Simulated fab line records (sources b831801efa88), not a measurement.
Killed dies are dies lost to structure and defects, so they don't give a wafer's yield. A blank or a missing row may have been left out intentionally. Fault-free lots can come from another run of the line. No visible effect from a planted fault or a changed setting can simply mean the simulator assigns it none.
A lot that was struck, set against a sound lot ; flow sky130 ; 20 out of 708 route steps
Sound: the wafers L253.2, L253.4, L253.5. Struck: wafers L258.2, L258.3, L258.6. The cause comes at the end.
At each step with rows: each side's tool, then ch and its chambers, then its first start. Under that, the readings that differ: sound wafers ; struck wafers ; difference of the means ; sigmas: that difference in standard deviations of wafers without a fault.
alike: words and numbers the same on both sides, and readings whose means are apart by under 2 such deviations; not compared: readings that were withheld, readings missing a value for some wafer, numbers with overlapping values and no deviation given by the record, and bounds like >300 which may hide the same value.
A row with sigmas, a row that says differs or no value, or rows on one side alone: a step with any of these is where the two part. Non-overlapping numbers with no deviation appear without sigmas and do not part them. A reading missing from all wafers of one side parts the sides only when that side holds two or more wafers.

SKY_SONOS_TUNNEL_TW_MEAS_12:
  struck on filmMetro-04, day 13 10:40; sound on filmMetro-03, day 12 00:03
  alike: SONOS_TUNNEL_TW
then, 2 steps without rows for these wafers: SKY_SONOS_TUNNEL_CLEAN_13 (cleans in dHF, time 20 s); SKY_SONOS_ONO_OXIDATION_00 (stabilise 600 s, purge 300 s, target thk 2.6 nm).
SKY_SONOS_ONO_THK_MEAS_01:
  struck on filmMetro-02, day 13 14:56; sound on filmMetro-01, day 12 01:34
  alike: SONOS_ONO_OXIDATION_THK
then, 1 step without rows for these wafers: SKY_SONOS_ONO_CVD_02 (deposits Si3N4 from DCS/NH3, target thk 10.5 nm, time 180 s).
SKY_SONOS_ONO_THK_MEAS_03:
  struck on filmMetro-01, day 13 16:03; sound on filmMetro-04, day 12 02:53
  alike: SONOS_ONO_CVD_02_THK
then, 1 step without rows for these wafers: SKY_SONOS_ONO_CVD_04 (deposits SiO2 from SiH4/N2O, target thk 5.7199 nm).
SKY_SONOS_ONO_THK_MEAS_05:
  struck on filmMetro-04, day 13 17:22; sound on filmMetro-04, day 12 04:11
  alike: SONOS_ONO_CVD_04_THK
then, 4 steps without rows for these wafers: SKY_SONOS_ONO_DEHYDRATE_06 (time 60 s); SKY_SONOS_ONO_HMDS_07 (prime time 60 s); SKY_SONOS_ONO_COAT_08 (resist thk 1140 nm); SKY_SONOS_ONO_SOFTBAKE_09 (time 60 s).
SKY_SONOS_ONO_EXPOSE_10: exposes mask ONOM, target cd 410 nm.
  sound on ilineStepper-01 ch 0, day 12 17:10; struck on ilineStepper-01 ch 0, day 14 06:22
reading;sound;struck;difference;sigmas
exposureDoseMJCm2;149.84 149.72 150.05;159.66 159.78 159.73;+9.85;+70
  alike: mask
then, 2 steps without rows for these wafers: SKY_SONOS_ONO_PEB_11; SKY_SONOS_ONO_DEVELOP_12 (develop time 60 s).
SKY_SONOS_ONO_CD_MEAS_13: target cd 410 nm.
  struck on cdSem-02, day 14 19:01; sound on cdSem-01, day 13 05:44
reading;sound;struck;difference;sigmas
cdNm (nm);408.8 407.3 408.6;392.7 392.6 391.8;-15.9;-8
SKY_SONOS_ONO_OVL_MEAS_14:
  struck on overlay-01, day 14 19:07; sound on overlay-01, day 13 05:51
  alike: SONOS_ONO_OVL
SKY_SONOS_ONO_ETCH_15: etches the open film in CHF3/O2, target depth 19.52 nm, time 7.8 s.
  sound on rieDiel-02 ch 0,1,3, day 13 05:53; struck on rieDiel-04 ch 1,2,3, day 14 19:09
reading;sound;struck;difference;sigmas
model.SONOS_ONO.cdNm (nm);408.6 407.3 408.7;392.9 392.5 392;-15.7;
  alike: biasW, drypumpMotorCurrentA, oesProductAu, rfFwdPowerW, throttleValvePct
  not compared: rfHoursCounterH
then, 1 step without rows for these wafers: SKY_SONOS_ONO_WET_ETCH_16 (etches SiO2 in dHF, target depth 14 nm, time 280 s).
-- the record jumps here: 33 days lie between the struck wafers' starts before and after (it left off in module SONOS_ONO and takes up again in module PAD_OPEN, whose first step shown is number 708 of the route) --
SKY_PAD_OPEN_PROBE_99:
  rows exist in the record for the struck wafers here (prober-02, day 48 02:31), but not for the sound ones

WHERE THEY PART
Earliest at SKY_SONOS_ONO_EXPOSE_10; latest, in this record, at SKY_PAD_OPEN_PROBE_99.

WHY: what the simulator had put in
Drift in process parameters on ilineStepper-01 at SKY_SONOS_ONO_EXPOSE_10, starting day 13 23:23. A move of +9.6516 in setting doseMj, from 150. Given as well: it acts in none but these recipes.
